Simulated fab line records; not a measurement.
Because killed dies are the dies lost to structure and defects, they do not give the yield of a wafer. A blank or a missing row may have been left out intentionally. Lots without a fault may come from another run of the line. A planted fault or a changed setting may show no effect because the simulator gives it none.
Commonality check across tools + flow sky130 + Lots sampled 12, wafers sampled 36

== REASON FOR OPENING ==
At SKY_VT_ADJUST_NCORE_TW_MEAS_11 the reading VT_ADJUST_NCORE_TW is flagged on 2 of 12 lots. Fault-free wafers read 217.7, with a standard deviation of 1.6.
Rule: a lot gets a flag if all its wafers with a number sit over 4 standard deviations from that mean, or if no wafer of it has a number. All remaining lots are regarded as sound.

| lot  | measured     | on           | VT_ADJUST_NCORE_TW, wafer by wafer | flag    |
|------|--------------|--------------|------------------------------------|---------|
| L804 | day 8 13:38  | filmMetro-03 | 216.7 217.4 216.2                  |         |
| L806 | day 9 06:42  | filmMetro-03 | 217.3 216.2 216.7                  |         |
| L807 | day 9 12:33  | filmMetro-03 | 217.7 215.7 216.5                  |         |
| L808 | day 9 17:44  | filmMetro-03 | 216.9 216.9 216.5                  |         |
| L810 | day 10 07:51 | filmMetro-03 | 215.8 215.5 216.0                  |         |
| L812 | day 10 23:05 | filmMetro-02 | 215.4 215.1 215.6                  |         |
| L813 | day 11 04:36 | filmMetro-03 | 217.4 218.9 217.7                  |         |
| L819 | day 12 21:05 | filmMetro-03 | 217.5 217.8 217.9                  |         |
| L820 | day 13 05:10 | filmMetro-02 | 227.9 228.3 227.4                  | FLAGGED |
| L821 | day 13 13:31 | filmMetro-01 | 231.1 231.3 231.1                  | FLAGGED |
| L824 | day 14 14:39 | filmMetro-01 | 220.9 221.0 220.6                  |         |
| L826 | day 15 03:53 | filmMetro-02 | 216.0 217.3 216.3                  |         |
On average the flagged lots' numbers are 229.5, which is +11.8 against the usual, or +7 standard deviations.

== WHICH TOOL EACH LOT WENT THROUGH ==
The record holds 1 process step before the reading, out of a route of 708 steps. Each cell gives the tool, then ch followed by the chambers the sampled wafers passed through, then the start.
| lot  | flag    | SKY_VT_ADJUST_NCORE_IMPLANT_09  |
|------|---------|---------------------------------|
| L804 |         | implanter-01 ch 0, day 8 13:25  |
| L806 |         | implanter-02 ch 0, day 9 06:29  |
| L807 |         | implanter-02 ch 0, day 9 12:18  |
| L808 |         | implanter-01 ch 0, day 9 17:29  |
| L810 |         | implanter-02 ch 0, day 10 07:36 |
| L812 |         | implanter-02 ch 0, day 10 22:50 |
| L813 |         | implanter-01 ch 0, day 11 04:21 |
| L819 |         | implanter-04 ch 0, day 12 20:50 |
| L820 | FLAGGED | implanter-01 ch 0, day 13 04:57 |
| L821 | FLAGGED | implanter-01 ch 0, day 13 13:16 |
| L824 |         | implanter-02 ch 0, day 14 14:24 |
| L826 |         | implanter-02 ch 0, day 15 03:40 |
What is done by these steps:
- SKY_VT_ADJUST_NCORE_IMPLANT_09
- SKY_VT_ADJUST_NCORE_TW_MEAS_11

== FLAGGED AGAINST TOTAL, ONE TOOL AT A TIME (gauges that did the reading follow at the end) ==
| step                           | tool         | lots run | flagged | share of the flagged lots | sound lots run after its first flagged lot |
|--------------------------------|--------------|----------|---------|---------------------------|--------------------------------------------|
| SKY_VT_ADJUST_NCORE_IMPLANT_09 | implanter-01 | 5        | 2       | all                       | 0                                          |
| SKY_VT_ADJUST_NCORE_IMPLANT_09 | implanter-02 | 6        | 0       | none                      | -                                          |
| SKY_VT_ADJUST_NCORE_IMPLANT_09 | implanter-04 | 1        | 0       | none                      | -                                          |
| SKY_VT_ADJUST_NCORE_TW_MEAS_11 | filmMetro-01 | 2        | 1       | some                      | 1 (L824)                                   |
| SKY_VT_ADJUST_NCORE_TW_MEAS_11 | filmMetro-02 | 3        | 1       | some                      | 1 (L826)                                   |
| SKY_VT_ADJUST_NCORE_TW_MEAS_11 | filmMetro-03 | 7        | 0       | none                      | -                                          |

== WHAT THE TABLE ALLOWS ==
All flagged lots share 1 row of the table, namely implanter-01 at SKY_VT_ADJUST_NCORE_IMPLANT_09.
- implanter-01 at SKY_VT_ADJUST_NCORE_IMPLANT_09: 2 of its 5 lots flagged. Last sound lot L813 at day 11 04:21, first flagged lot L820 at day 13 04:57; a fault beginning in between fits. Its own readings (doseIonsCm2, faradayCurrentUA) fall more than 4 standard deviations out on all wafers of the flagged lots.
Just one tool remains: implanter-01 at SKY_VT_ADJUST_NCORE_IMPLANT_09.

== WHAT THE SIMULATOR HAD INSERTED ==
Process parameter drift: implanter-01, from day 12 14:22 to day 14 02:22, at SKY_VT_ADJUST_NCORE_IMPLANT_09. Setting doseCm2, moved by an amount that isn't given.
Struck lots among those shown: L820, L821. The rule above reached the same finding.
